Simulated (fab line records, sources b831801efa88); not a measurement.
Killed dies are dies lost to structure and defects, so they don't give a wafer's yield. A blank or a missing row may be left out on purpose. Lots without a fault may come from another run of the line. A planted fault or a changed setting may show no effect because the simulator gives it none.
One fault seen from 2 desks | flow sky130 | each desk has only its own numbers; what lay behind them comes last

THE METROLOGY DESK
What the gauges read, lot by lot, whatever tool the lot ran on: means of the sampled wafers that have a number. A lot is out of limits, marked OUT, if its mean lies more than 4 standard deviations from the usual mean; the brackets give that distance.
Columns: A = cd_nm at SKY_FIELD_ISO_CD_MEAS_13, usual 150.1 nm; B = VT_ADJUST_HVTP_TW at SKY_VT_ADJUST_HVTP_TW_MEAS_11, usual 1356; C = VT_ADJUST_LVTN_01_OVL at SKY_VT_ADJUST_LVTN_OVL_MEAS_18, usual 0.4 nm; D = SONOS_ONO_CVD_02_THK at SKY_SONOS_ONO_THK_MEAS_03, usual 10.52 nm
lot  | first seen here | A     | B    | C    | D
L481 | day 2 07:37     | 149.9 | 1360 | 3.1  | 10.60
L482 | day 2 08:42     | 150.6 | 1355 | 0.7  | 10.72
L483 | day 2 14:13     | 150.4 | 1356 | 1.0  | 10.55
L485 | day 3 02:28     | 150.0 | 1352 | 0.9  | 10.48
L489 | day 3 22:58     | 148.6 | 1358 | -0.6 | 13.88 (+28) OUT
L490 | day 4 04:50     | 148.6 | 1362 | 0.6  | 14.18 (+31) OUT
L491 | day 4 08:50     | 150.1 | 1359 | 0.0  | 14.03 (+29) OUT
L499 | day 6 02:44     | 151.3 | 1348 | 0.7  | 10.56
L500 | day 6 07:09     | 151.1 | 1356 | -0.4 | 10.75
L501 | day 6 12:28     | 150.4 | 1344 | 3.0  | 10.48
L502 | day 6 17:13     | 148.7 | 1351 | 0.3  | 10.39
L504 | day 7 05:34     | 152.6 | 1365 | 0.8  | 10.47
This desk's finding: out of limits on L489, L490, L491; first on L489, day 14 06:20 (SONOS_ONO_CVD_02_THK at SKY_SONOS_ONO_THK_MEAS_03). In limits: L481, L482, L483, L485, L499, L500, L501, L502, L504.

THE TOOL OWNER'S DESK: lpcvd-02
The tool's own readings at SKY_SONOS_ONO_CVD_02 (deposits Si3N4 from DCS/NH3, target thk 10.5 nm, time 180 s): means of the sampled wafers that have a number, for each lot that ran on this tool. A lot is out of limits, marked OUT, if its mean lies more than 4 standard deviations from the usual mean; the brackets give that distance. Of its 9 readings 7 are shown: the one that was out of limits first, and those that lie furthest out on some lot.
Columns: A = spike_tc_bottom_C at SKY_SONOS_ONO_CVD_02, usual 786 C; B = spike_tc_centre_C at SKY_SONOS_ONO_CVD_02, usual 770.2 C; C = spike_tc_lower_C at SKY_SONOS_ONO_CVD_02, usual 769.9 C; D = spike_tc_top_C at SKY_SONOS_ONO_CVD_02, usual 782.2 C; E = spike_tc_upper_C at SKY_SONOS_ONO_CVD_02, usual 771.2 C; F = susceptor_temp_C at SKY_SONOS_ONO_CVD_02, usual 770.0 C; G = zone_power_upper_pct at SKY_SONOS_ONO_CVD_02, usual 11.84 %
lot  | first seen here | A              | B               | C               | D               | E               | F               | G
L481 | day 11 15:03    | 782            | 772.1           | 768.3           | 781.4           | 769.4           | 769.6           | 11.81
L482 | day 11 15:03    | 790            | 769.6           | 770.1           | 782.3           | 772.6           | 769.5           | 11.80
L483 | day 11 23:56    | 790            | 769.8           | 769.8           | 782.7           | 771.8           | 769.9           | 11.94
L485 | day 13 00:28    | 789            | 769.4           | 769.9           | 783.2           | 771.8           | 770.3           | 11.93
L489 | day 14 05:17    | 804 (+4.3) OUT | 784.7 (+12) OUT | 787.2 (+12) OUT | 797.6 (+14) OUT | 787.9 (+10) OUT | 784.8 (+39) OUT | 12.30
L490 | day 14 09:29    | 804 (+4.4) OUT | 784.4 (+12) OUT | 786.9 (+12) OUT | 797.0 (+13) OUT | 787.4 (+10) OUT | 785.5 (+41) OUT | 12.36 (+4.0) OUT
L491 | day 14 19:35    | 805 (+4.6) OUT | 786.5 (+14) OUT | 786.2 (+12) OUT | 797.3 (+14) OUT | 787.7 (+10) OUT | 785.3 (+40) OUT | 12.42 (+4.5) OUT
L499 | day 17 10:13    | 788            | 770.0           | 769.1           | 782.6           | 772.1           | 769.9           | 11.97
L500 | day 17 21:50    | 781            | 770.9           | 768.8           | 781.8           | 769.1           | 770.0           | 11.69
L501 | day 18 05:40    | 781            | 771.5           | 768.9           | 781.6           | 769.3           | 769.5           | 11.76
L502 | day 18 06:43    | 780            | 771.6           | 769.2           | 781.3           | 768.8           | 770.4           | 11.74
L504 | day 19 02:40    | 789            | 769.6           | 769.9           | 782.6           | 772.4           | 769.6           | 11.88
This desk's finding: out of limits on L489, L490, L491; first on L489, day 14 05:17 (spike_tc_bottom_C at SKY_SONOS_ONO_CVD_02). In limits: L481, L482, L483, L485, L499, L500, L501, L502, L504.

PUT TOGETHER
The tool owner's desk could have raised an alarm at day 14 05:17, on L489, L490, L491.
The metrology desk could have raised an alarm at day 14 06:20, on L489, L490, L491.
Of the lots named, all ran SKY_SONOS_ONO_CVD_02 on lpcvd-02.

WHAT THE SIMULATOR HAD PUT IN
Process parameter drift: lpcvd-02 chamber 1, from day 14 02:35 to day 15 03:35, at SKY_SONOS_ONO_CVD_02. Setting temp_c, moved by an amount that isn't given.
Lots struck among those shown: L489, L490, L491.
Hours from the fault's start to each desk's first reading out of limits: the tool owner's desk, 3; the metrology desk, 4.
